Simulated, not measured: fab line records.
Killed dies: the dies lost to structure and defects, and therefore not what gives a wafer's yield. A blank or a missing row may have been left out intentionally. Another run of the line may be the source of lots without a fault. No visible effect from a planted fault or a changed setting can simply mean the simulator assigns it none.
Which tool is to blame? | flow sky130 | 24 lots with 72 wafers sampled at 6 steps, on a route of 708 steps

## WHAT THE GAUGES SHOWED, per wafer
SKY_VT_ADJUST_PCH_OVL_MEAS_07.
lot  | measured     | on         | VT_ADJUST_PCH_OVL (nm)
L074 | day 10 13:14 | overlay-01 | 0.7 -0.9 -0.3
L075 | day 10 19:49 | overlay-01 | 0.8 0.9 0.7
L076 | day 11 02:43 | overlay-02 | 2.9 2.6 2.5
L077 | day 11 10:01 | overlay-02 | -2.6 -2.7 0.3
L078 | day 11 15:19 | overlay-02 | 1.3 0.8 0.2
L079 | day 12 08:13 | overlay-01 | 0.1 -1.1 -1.0
L080 | day 12 08:11 | overlay-02 | 0.7 0.4 0.4
L081 | day 12 12:17 | overlay-01 | 0.2 -1.0 0.4
L082 | day 12 20:38 | overlay-02 | -0.9 -0.8 -1.2
L083 | day 13 07:55 | overlay-02 | 1.7 1.1 0.7
L084 | day 13 17:29 | overlay-02 | 1.5 2.5 1.1
L085 | day 14 04:40 | overlay-01 | -1.3 0.8 -0.8
L086 | day 14 05:59 | overlay-02 | 0.1 0.7 -0.9
L087 | day 14 13:04 | overlay-02 | 1.6 2.0 1.5
L088 | day 14 18:49 | overlay-02 | -0.4 -0.3 0.1
L089 | day 15 01:58 | overlay-01 | 0.4 1.0 0.6
L090 | day 15 11:05 | overlay-02 | -0.2 0.4 -0.1
L091 | day 15 17:25 | overlay-02 | 2.5 1.6 1.3
L092 | day 16 07:32 | overlay-02 | 0.2 3.4 1.1
L093 | day 16 13:59 | overlay-01 | -0.2 -1.7 -1.3
L094 | day 16 15:52 | overlay-01 | 0.1 -0.5 -1.4
L095 | day 16 22:28 | overlay-02 | -1.2 0.0 -0.4
L096 | day 17 05:38 | overlay-02 | 2.1 1.8 2.2
L097 | day 17 20:07 | overlay-01 | 0.2 1.7 1.3

SKY_CONTACT_THK_MEAS_03.
lot  | measured     | on            | CONTACT_HDPCVD_THK (nm)
L074 | day 30 23:31 | film metro-02 | 570 576 569
L075 | day 31 03:07 | film metro-02 | 571 567 569
L076 | day 31 06:40 | film metro-02 | 569 575 573
L077 | day 31 09:29 | film metro-01 | 574 567 577
L078 | day 31 11:25 | film metro-03 | 573 568 568
L079 | day 32 13:34 | film metro-03 | 567 562 563
L080 | day 32 11:45 | film metro-02 | 564 566 576
L081 | day 32 17:28 | film metro-02 | 572 572 571
L082 | day 33 00:46 | film metro-03 | 572 565 569
L083 | day 33 12:20 | film metro-01 | 565 563 570
L084 | day 34 01:08 | film metro-03 | 569 569 568
L085 | day 34 11:54 | film metro-03 | 561 568 563
L086 | day 34 16:14 | film metro-01 | 568 570 564
L087 | day 34 22:42 | film metro-01 | 563 564 557
L088 | day 35 02:02 | film metro-03 | 566 572 567
L089 | day 35 07:17 | film metro-01 | 567 571 561
L090 | day 35 17:46 | film metro-02 | 561 568 566
L091 | day 35 20:45 | film metro-03 | 573 559 566
L092 | day 36 11:25 | film metro-01 | 570 563 573
L093 | day 36 21:16 | film metro-01 | 570 560 565
L094 | day 36 22:16 | film metro-02 | 571 572 563
L095 | day 37 04:54 | film metro-03 | 563 563 556
L096 | day 37 07:36 | film metro-01 | 568 556 564
L097 | day 37 18:48 | film metro-01 | 566 565 571

SKY_VIA1_BOW_MEAS_03.
lot  | measured     | on            | VIA1_BOW (um)
L074 | day 33 09:19 | film metro-03 | 85 77 78
L075 | day 33 12:45 | film metro-04 | 69 71 74
L076 | day 33 16:43 | film metro-01 | 84 87 79
L077 | day 33 18:49 | film metro-03 | 81 86 87
L078 | day 33 20:56 | film metro-03 | 66 85 86
L079 | day 34 21:01 | film metro-04 | 71 78 67
L080 | day 34 19:33 | film metro-03 | 73 84 78
L081 | day 35 02:27 | film metro-03 | 78 80 79
L082 | day 35 08:39 | film metro-03 | 85 89 84
L083 | day 35 20:46 | film metro-01 | 86 84 88
L084 | day 36 08:46 | film metro-04 | 77 83 78
L085 | day 36 18:57 | film metro-03 | 84 77 85
L086 | day 37 00:34 | film metro-04 | 77 62 80
L087 | day 37 06:39 | film metro-04 | 83 79 80
L088 | day 37 09:37 | film metro-01 | 77 78 76
L089 | day 37 14:35 | film metro-03 | 89 79 91
L090 | day 38 02:04 | film metro-04 | 72 91 88
L091 | day 38 04:52 | film metro-04 | 88 83 77
L092 | day 38 18:21 | film metro-01 | 82 91 104
L093 | day 39 03:55 | film metro-01 | 76 81 72
L094 | day 39 04:11 | film metro-03 | 73 81 82
L095 | day 39 11:35 | film metro-03 | 83 77 88
L096 | day 39 13:19 | film metro-04 | 74 65 69
L097 | day 40 00:34 | film metro-03 | 89 88 71

SKY_VIA3_THK_MEAS_01.
lot  | measured     | on            | VIA3_HDPCVD_THK (nm)
L074 | day 39 02:28 | film metro-03 | 1625 1624 1622
L075 | day 39 05:57 | film metro-04 | 1673 1646 1655
L076 | day 39 08:13 | film metro-04 | 1682 1668 1646
L077 | day 39 11:04 | film metro-03 | 1641 1610 1628
L078 | day 39 12:28 | film metro-01 | 1632 1656 1657
L079 | day 40 11:29 | film metro-03 | 1666 1654 1662
L080 | day 40 08:59 | film metro-01 | 1663 1659 1636
L081 | day 40 15:58 | film metro-01 | 1653 1660 1637
L082 | day 41 00:01 | film metro-04 | 1603 1641 1616
L083 | day 41 09:15 | film metro-04 | 1642 1651 1644
L084 | day 41 18:30 | film metro-01 | 1641 1655 1623
L085 | day 42 06:09 | film metro-04 | 1645 1674 1650
L086 | day 42 10:34 | film metro-01 | 1618 1632 1613
L087 | day 42 15:50 | film metro-04 | 1646 1623 1658
L088 | day 42 17:48 | film metro-04 | 1629 1636 1613
L089 | day 42 22:06 | film metro-04 | 1626 1632 1632
L090 | day 43 08:07 | film metro-04 | 1657 1676 1654
L091 | day 43 12:49 | film metro-03 | 1649 1650 1643
L092 | day 43 23:19 | film metro-04 | 1637 1637 1638
L093 | day 44 07:36 | film metro-04 | 1656 1634 1622
L094 | day 44 09:19 | film metro-04 | 1665 1643 1662
L095 | day 44 15:44 | film metro-04 | 1648 1637 1622
L096 | day 44 17:16 | film metro-03 | 1607 1622 1618
L097 | day 45 03:58 | film metro-03 | 1613 1641 1639

## WHAT TOOL EACH LOT RAN ON (gives the tool, then ch and the chambers of the sampled wafers, and finally the start)
lot  | SKY_FIELD_ISO_ETCH_15             | SKY_CONTACT_CMP_04
L074 | rie diel-02 ch 0,1,3, day 2 07:56 | cmp-01 ch 0,3, day 30 23:37
L075 | rie diel-04 ch 0,1,3, day 2 13:26 | cmp-02 ch 0,2,3, day 31 03:10
L076 | rie diel-02 ch 0,1,2, day 2 16:23 | cmp-02 ch 0,1,2, day 31 06:43
L077 | rie diel-04 ch 1,2,3, day 2 22:44 | cmp-01 ch 1,3, day 31 09:33
L078 | rie diel-03 ch 0,1,2, day 3 03:08 | cmp-01 ch 0,2,3, day 31 11:32
L079 | rie diel-04 ch 2,3, day 3 10:35   | cmp-01 ch 0,1,3, day 32 13:40
L080 | rie diel-04 ch 0,2,3, day 3 12:14 | cmp-02 ch 0,1, day 32 11:48
L081 | rie diel-02 ch 1,2,3, day 3 17:53 | cmp-01 ch 0,3, day 32 17:30
L082 | rie diel-02 ch 0,1,2, day 3 22:38 | cmp-01 ch 2,3, day 33 00:51
L083 | rie diel-02 ch 0,2, day 4 06:05   | cmp-02 ch 0,1,2, day 33 12:30
L084 | rie diel-03 ch 0,2, day 4 13:20   | cmp-01 ch 0,1,3, day 34 01:12
L085 | rie diel-02 ch 0,2,3, day 4 19:53 | cmp-01 ch 1,2,3, day 34 11:58
L086 | rie diel-04 ch 2,3, day 4 20:56   | cmp-02 ch 0,1,2, day 34 16:19
L087 | rie diel-03 ch 1,3, day 5 00:26   | cmp-02 ch 2,3, day 34 22:49
L088 | rie diel-02 ch 2,3, day 5 05:29   | cmp-01 ch 1,3, day 35 02:06
L089 | rie diel-03 ch 0,3, day 5 10:53   | cmp-02 ch 2,3, day 35 07:20
L090 | rie diel-04 ch 1,2,3, day 5 14:53 | cmp-02 ch 0,1,2, day 35 18:26
L091 | rie diel-02 ch 0,1,2, day 5 20:38 | cmp-02 ch 0,1, day 35 20:48
L092 | rie diel-04 ch 0,1,2, day 6 06:35 | cmp-01 ch 1,2, day 36 11:28
L093 | rie diel-02 ch 0,1, day 6 11:59   | cmp-02 ch 1,2,3, day 36 21:23
L094 | rie diel-04 ch 0,1, day 6 15:08   | cmp-02 ch 2,3, day 36 22:19
L095 | rie diel-02 ch 0,1, day 6 17:32   | cmp-01 ch 0,1, day 37 04:58
L096 | rie diel-02 ch 1,2,3, day 6 23:17 | cmp-01 ch 0,1,2, day 37 07:40
L097 | rie diel-04 ch 0,2, day 7 04:47   | cmp-02 ch 0,1,2, day 37 18:52
- SKY_FIELD_ISO_ETCH_15: etches the open film in CHF3/O2, stops on Si, target depth 180 nm, time 72 s.
- SKY_CONTACT_CMP_04: polishes SiO2.

## WHAT THE TOOLS THEMSELVES READ (means of the sampled wafers that have a number; where no wafer has one, the mark that the record gives instead)
SKY_FIELD_ISO_ETCH_15.
lot  | tool        | chamber pressure mTorr (mTorr) | drypump motor current A (A) | oes product au (a.u.) | throttle valve pct (%)
L074 | rie diel-02 | 39.98                          | 6.02                        | 0.924                 | 8.836
L075 | rie diel-04 | 40.00                          | 5.95                        | 0.927                 | 8.834
L076 | rie diel-02 | 40.00                          | 6.03                        | 0.925                 | 8.842
L077 | rie diel-04 | 40.00                          | 6.24                        | 0.925                 | 8.836
L078 | rie diel-03 | 39.97                          | 5.84                        | 0.930                 | 8.841
L079 | rie diel-04 | 39.97                          | 6.13                        | 0.926                 | 8.844
L080 | rie diel-04 | 40.00                          | 5.94                        | 0.919                 | 8.838
L081 | rie diel-02 | 40.03                          | 6.15                        | 0.931                 | 8.839
L082 | rie diel-02 | 40.03                          | 6.04                        | 0.929                 | 8.837
L083 | rie diel-02 | 40.00                          | 6.13                        | 0.926                 | 8.842
L084 | rie diel-03 | 39.99                          | 5.86                        | 0.936                 | 8.839
L085 | rie diel-02 | 40.02                          | 6.09                        | 0.936                 | 8.831
L086 | rie diel-04 | 40.01                          | 6.21                        | 0.927                 | 8.841
L087 | rie diel-03 | 40.01                          | 5.48                        | 0.921                 | 8.839
L088 | rie diel-02 | 40.01                          | 6.25                        | 0.922                 | 8.839
L089 | rie diel-03 | 39.99                          | 5.91                        | 0.912                 | 8.829
L090 | rie diel-04 | 40.00                          | 6.24                        | 0.926                 | 8.828
L091 | rie diel-02 | 40.04                          | 6.05                        | 0.929                 | 8.846
L092 | rie diel-04 | 39.96                          | 6.01                        | 0.928                 | 8.836
L093 | rie diel-02 | 39.96                          | 5.92                        | 0.929                 | 8.840
L094 | rie diel-04 | 39.99                          | 5.74                        | 0.930                 | 8.842
L095 | rie diel-02 | 40.02                          | 5.95                        | 0.918                 | 8.830
L096 | rie diel-02 | 39.97                          | 6.16                        | 0.933                 | 8.835
L097 | rie diel-04 | 40.00                          | 6.00                        | 0.930                 | 8.828

SKY_CONTACT_CMP_04.
lot  | tool   | motor current A (A) | time to endpoint s (s)
L074 | cmp-01 | 12.2                | 86
L075 | cmp-02 | 11.5                | 86
L076 | cmp-02 | 11.4                | 84
L077 | cmp-01 | 12.8                | 87
L078 | cmp-01 | 11.7                | 84
L079 | cmp-01 | 12.7                | 84
L080 | cmp-02 | 11.1                | 84
L081 | cmp-01 | 11.3                | 83
L082 | cmp-01 | 12.8                | 88
L083 | cmp-02 | 11.6                | 87
L084 | cmp-01 | 12.1                | 86
L085 | cmp-01 | 12.4                | 83
L086 | cmp-02 | 11.5                | 82
L087 | cmp-02 | 12.3                | 83
L088 | cmp-01 | 12.9                | 82
L089 | cmp-02 | 12.2                | 85
L090 | cmp-02 | 11.7                | 78
L091 | cmp-02 | 11.2                | 82
L092 | cmp-01 | 11.9                | 87
L093 | cmp-02 | 11.7                | 83
L094 | cmp-02 | 11.7                | 82
L095 | cmp-01 | 11.4                | 81
L096 | cmp-01 | 11.4                | 83
L097 | cmp-02 | 11.5                | 80

## THE ANSWER, worked out from the rows above alone
Rule: the usual values come from the lots themselves. The widest of any qualifying gaps counts: lots, ordered by their means at a reading, are off when they make up no more than a third of the lots, leave a main group of 4 or more, and stand apart from it by 3 or more times the standard deviation of that group's means. The tables above print the reading to a certain number of digits; a main group whose means all agree to those digits is not used. A lot without any number at a reading at which 4 lots or more have one is off too. All remaining lots with rows at the step are treated as sound. Order of review: gauges by route order, followed by the tools' own readings, for which a lot's mean as printed above is used. The first step at which some lot is off is used, and at that step the reading that is off furthest; a lot without a number counts as furthest.
None of the lots is off at any reading shown; this tells nothing.

## WHAT THE SIMULATOR HAD PUT IN
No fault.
